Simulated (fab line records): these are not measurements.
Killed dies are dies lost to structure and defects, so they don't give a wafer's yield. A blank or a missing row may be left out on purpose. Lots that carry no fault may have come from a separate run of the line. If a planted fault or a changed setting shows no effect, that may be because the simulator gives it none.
8D (eight disciplines) problem report, filled in by code | flow sfq-line | the parts of the form that need people (team, actions taken, sign-off) are left out

## 1. WHAT WENT WRONG
Mean of rf-fwd-power-W at SFQ_TRILAYER_I4_DEP_PECVD_099: 210.7 W across 3 wafers in 2 lots; on wafers with no fault it is 182.2 W (standard deviation 0.68). Relative to the usual mean, that is a shift of +42 standard deviations.
The step: deposits SiO2 from SiH4/N2O, time 111.11 s, target thk 500 nm.
Seen first at day 47 10:17 on pecvd-04, wafer L647.5. Wafers with a number at this step in the record: 18, from 6 lots. Rule for "out", or "out of limits": more than 4 standard deviations from the usual mean. The other wafers with a number count as sound.

## 2. WHAT IT IS; WHAT IT IS NOT
question                    | is                     | is not
which readings at this step | rf-fwd-power-W         | heater-power-w, throttle-valve-pct
which lots                  | L647, L648             | L639, L642, L656, L657
which wafers of those lots  | L647.5, L648.2, L648.4 | L647.2, L647.4, L648.3
read on which tools         | pecvd-04               | pecvd-01, pecvd-03
when                        | from day 47 10:17      | up to then (8 sound wafers); but 7 sound wafers of L648, L656, L657 came after

## 3. THE SUSPECTS, EACH WITH WHAT RULES IT OUT
Counting: a tool at a process step up to the reading stays a suspect if it ran every lot that is out. Sound lots after the first of them don't rule it out here, since some wafers of a struck lot are sound.
- pecvd-04 at SFQ_TRILAYER_I4_DEP_PECVD_099 (deposits SiO2 from SiH4/N2O, time 111.11 s, target thk 500 nm): kept. Ran every lot that is out, first one L647 (day 47 10:17); last sound lot up to then L642 (day 45 20:49). Its own rf-fwd-power-W readings are out on those wafers.
- Within pecvd-04 at SFQ_TRILAYER_I4_DEP_PECVD_099: the wafers that are out ran in chamber 0; their sound lot-mates ran in chamber 1.
Left after counting: pecvd-04 at SFQ_TRILAYER_I4_DEP_PECVD_099.

## 4. THE CAUSE (what the simulator had put in)
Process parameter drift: pecvd-04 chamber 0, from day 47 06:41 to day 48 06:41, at SFQ_TRILAYER_I4_DEP_PECVD_099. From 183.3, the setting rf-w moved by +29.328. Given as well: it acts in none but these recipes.
The count eliminated every tool but this one.

## 5. THE CHAIN OF EFFECTS, in route order
Each row: a reading whose mean over the struck wafers that have a number lies more than 3 standard deviations from the usual. Only readings whose record carries a usual standard deviation are examined. hours: median over the lots of the time between each lot's start at the first step of this table that gives one and its start at this step. sigmas: the change, counted in usual standard deviations.
hours | step                          | reading          | usual   | on struck wafers | change | sigmas
0     | SFQ_TRILAYER_I4_DEP_PECVD_099 | rf-fwd-power-W   | 182.2 W | 210.7            | +28.5  | +42
0     | SFQ_TRILAYER_I4_DEP_PECVD_099 | showerhead-vpp-V | 817 V   | 894              | +77    | +3.1
Its process steps:
- SFQ_TRILAYER_I4_DEP_PECVD_099: deposits SiO2 from SiH4/N2O, time 111.11 s, target thk 500 nm.
At these later measuring or inspecting steps, every struck wafer for which the step has a row has a number for every such reading, and none has moved that far: SFQ_I4_BOW_MEAS_927.

## 6. WHAT WOULD HAVE CAUGHT IT SOONER
First out-of-limits reading in this record: day 47 10:17, which is 4 hours after fault onset at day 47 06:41.
